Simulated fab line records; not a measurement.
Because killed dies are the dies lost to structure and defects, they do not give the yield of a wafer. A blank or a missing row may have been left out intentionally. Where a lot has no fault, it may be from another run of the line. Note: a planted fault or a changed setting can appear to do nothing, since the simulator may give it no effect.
Which tool was responsible? / flow gf180mcu / 21 wafers from 7 lots sampled at 2 of the route's 602 steps

WHAT EACH GAUGE READ, for each wafer
GF_STI_THK_MEAS_22.
lot=L117; measured=day 2 13:47; on=film_metro-02; STI_OXIDATION_01_THK (nm)=15.2 15.4 15.3
lot=L119; measured=day 2 23:44; on=film_metro-03; STI_OXIDATION_01_THK (nm)=15.4 15.2 15.3
lot=L122; measured=day 3 15:26; on=film_metro-03; STI_OXIDATION_01_THK (nm)=15.6 15.5 15.7
lot=L125; measured=day 4 06:17; on=film_metro-03; STI_OXIDATION_01_THK (nm)=15.2 15.0 15.0
lot=L129; measured=day 5 06:02; on=film_metro-03; STI_OXIDATION_01_THK (nm)=14.9 15.0 15.0
lot=L133; measured=day 5 23:07; on=film_metro-03; STI_OXIDATION_01_THK (nm)=15.1 15.3 15.2
lot=L135; measured=day 6 10:51; on=film_metro-02; STI_OXIDATION_01_THK (nm)=14.7 14.7 14.9

TOOL THAT RAN EACH LOT (tool first, then ch and the chambers of the sampled wafers, then the start)
lot=L117; GF_STI_PEB_10=litho_track-03 ch 0, day 2 11:35
lot=L119; GF_STI_PEB_10=litho_track-01 ch 0, day 2 21:34
lot=L122; GF_STI_PEB_10=litho_track-02 ch 0, day 3 13:13
lot=L125; GF_STI_PEB_10=litho_track-02 ch 0, day 4 04:08
lot=L129; GF_STI_PEB_10=litho_track-02 ch 0, day 5 03:34
lot=L133; GF_STI_PEB_10=litho_track-02, day 5 20:56
lot=L135; GF_STI_PEB_10=litho_track-03 ch 0, day 6 08:08
- GF_STI_PEB_10: peb time 90 s.

THE ANSWER, worked out from the rows above alone
Rule: the lots themselves supply what counts as usual. The widest of any qualifying gaps counts: lots, ordered by their means at a reading, are off when they make up no more than a third of the lots, leave a main group of 4 or more, and stand apart from it by 3 or more times the standard deviation of that group's means. If all means in a main group match to the digits the tables above print for the reading, that group is not used. Also off: a lot with no number at a reading for which 4 or more lots have one. All remaining lots with rows at the step are treated as sound.
Across all readings shown, no lot is off: no conclusion can be drawn from this.

WHAT HAD BEEN PUT IN BY THE SIMULATOR
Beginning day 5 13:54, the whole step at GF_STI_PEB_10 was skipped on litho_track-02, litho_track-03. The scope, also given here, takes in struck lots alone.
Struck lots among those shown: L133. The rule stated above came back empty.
